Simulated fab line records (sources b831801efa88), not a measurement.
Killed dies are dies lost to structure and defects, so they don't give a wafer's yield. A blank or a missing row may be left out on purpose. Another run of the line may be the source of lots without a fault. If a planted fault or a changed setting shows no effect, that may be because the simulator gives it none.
Which tool was responsible? | flow gf180mcu | Sampling: 6 lots, 18 wafers, 2 of 602 route steps

WHAT THE GAUGES READ, wafer by wafer
GF_POLY_GATE_THK_MEAS_01.
lot  | measured     | on            | POLY_GATE_CVD_00_THK (nm)
L437 | day 8 23:26  | film metro-02 | 200.7 202.1 201.2
L440 | day 9 16:16  | film metro-02 | 201.7 201.7 202.0
L444 | day 11 01:47 | film metro-01 | 199.7 197.6 197.5
L448 | day 12 05:55 | film metro-02 | 199.4 198.4 200.1
L453 | day 13 14:39 | film metro-01 | 223.8 222.8 224.6
L455 | day 14 11:01 | film metro-01 | 200.0 200.9 200.6

WHICH TOOL RAN EACH LOT (tool, then ch and the chambers of the sampled wafers, then the start)
lot  | GF_POLY_GATE_CVD_00
L437 | lpcvd-01 ch 0, day 8 22:05
L440 | lpcvd-01 ch 1, day 9 14:56
L444 | lpcvd-01 ch 1, day 10 23:47
L448 | lpcvd-02 ch 0, day 12 04:34
L453 | lpcvd-01 ch 0, day 13 13:19
L455 | lpcvd-02 ch 0, day 14 09:40
- GF_POLY_GATE_CVD_00: deposits poly-Si, target thk 200 nm, time 1200 s.

THE ANSWER, worked out from the rows above alone
Rule: the usual values come from the lots themselves. Put in order of their means at a reading, lots are off if they are a third of the lots or fewer, leave a main group of 4 or more, and stand apart from it by a gap of 3 or more times the standard deviation of the main group's means; of several such gaps the widest counts. The tables above print the reading to a certain number of digits; a main group whose means all agree to those digits is not used. A lot without any number at a reading at which 4 lots or more have one is off too. Where the step has rows for the other lots, those lots are counted as sound.
Off: at GF_POLY_GATE_THK_MEAS_01 (POLY_GATE_CVD_00_THK), L453. The main group has a mean of 200.2 nm with a standard deviation of 1.3.
A tool fits if, at a process step before that reading, it ran every lot that is off, and no sound lot after the first of them. Gauges at GF_POLY_GATE_THK_MEAS_01: tried the same way as those tools. One fits: lpcvd-01 at GF_POLY_GATE_CVD_00. A fault onset in the window from L444 (day 10 23:47, its last sound lot) to L453 (day 13 13:19, its first lot off) fits.

WHAT HAD BEEN PUT IN BY THE SIMULATOR
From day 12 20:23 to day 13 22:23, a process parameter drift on lpcvd-01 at GF_POLY_GATE_CVD_00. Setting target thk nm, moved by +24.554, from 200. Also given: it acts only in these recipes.
Struck lots among those shown: L453. The same result came from the rule above.
